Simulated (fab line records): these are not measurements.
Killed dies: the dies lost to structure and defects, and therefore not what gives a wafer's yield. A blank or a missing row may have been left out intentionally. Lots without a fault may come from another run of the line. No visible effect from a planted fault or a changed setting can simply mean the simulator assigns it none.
Matching of chambers	flow sfqLine	cmp-01 running SFQ_TRILAYER_A5B_CMP_CMP_130: 4 sister chambers
The step polishes, stops on Nb, target thk 340.7 nm. 16 wafers are shown with their chamber, then 8 later ones without.

## WAFERS WITH THEIR CHAMBER
wafer	chamber	motorCurrentA (A)	edgeZonePressureFrac
L204.1	3	9.1	1.005
L204.2	0	10.1	0.998
L204.5	2	11.6	0.998
L209.1	0	10.0	0.999
L209.3	3	10.1	1.002
L209.6	3	10.1	1.002
L213.3	0	9.8	0.987
L213.5	0	9.9	0.987
L213.6	3	9.3	1.005
L216.3	1	10.8	1.000
L216.4	2	11.8	1.008
L216.5	1	9.7	1.003
L217.1	3	9.9	0.998
L217.3	0	10.2	1.002
L217.6	2	12.4	1.005
L220.4	0	9.4	1.002

SIGNATURES (averages over the wafers above)
reading	chamber 0	chamber 1	chamber 2	chamber 3	scatter within a chamber
motorCurrentA	9.900	10.250	11.933	9.700	0.431
edgeZonePressureFrac	0.99583	1.00150	1.00367	1.00240	0.0053
Rule: a wafer lies at a distance from a chamber equal to the root of the sum of squares, over the readings, of (its reading less the chamber's mean, divided by the reading's scatter). The wafer belongs to the nearest chamber; if the next one is less than 2 further off, it can't be placed. The scatter is the square root of a quotient: the sum, over the shown wafers, of each reading's squared deviation from its chamber's mean, divided by wafers minus chambers.

## WAFERS WITH NO CHAMBER GIVEN
wafer	motorCurrentA (A)	edgeZonePressureFrac
L220.3	9.7	1.000
L220.5	11.0	0.988
L222.2	11.7	1.006
L222.5	10.1	1.006
L222.6	9.8	1.001
L224.2	12.5	1.001
L224.3	10.1	1.003
L224.4	10.8	1.005

## WHICH CHAMBER EACH WENT THROUGH
wafer	from the rows above	in truth
L220.3	can't be placed: 3 or 0 or 1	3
L220.5	can't be placed: 0 or 1 or 2 or 3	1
L222.2	2	2
L222.5	can't be placed: 1 or 3 or 0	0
L222.6	can't be placed: 3 or 0 or 1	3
L224.2	2	2
L224.3	can't be placed: 1 or 3 or 0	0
L224.4	can't be placed: 1 or 3 or 2 or 0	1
Correct placement for 2 of the 8. Cannot be placed on the basis of these rows: 6; the candidates contain the true chamber in 6. 0 placed wrongly.
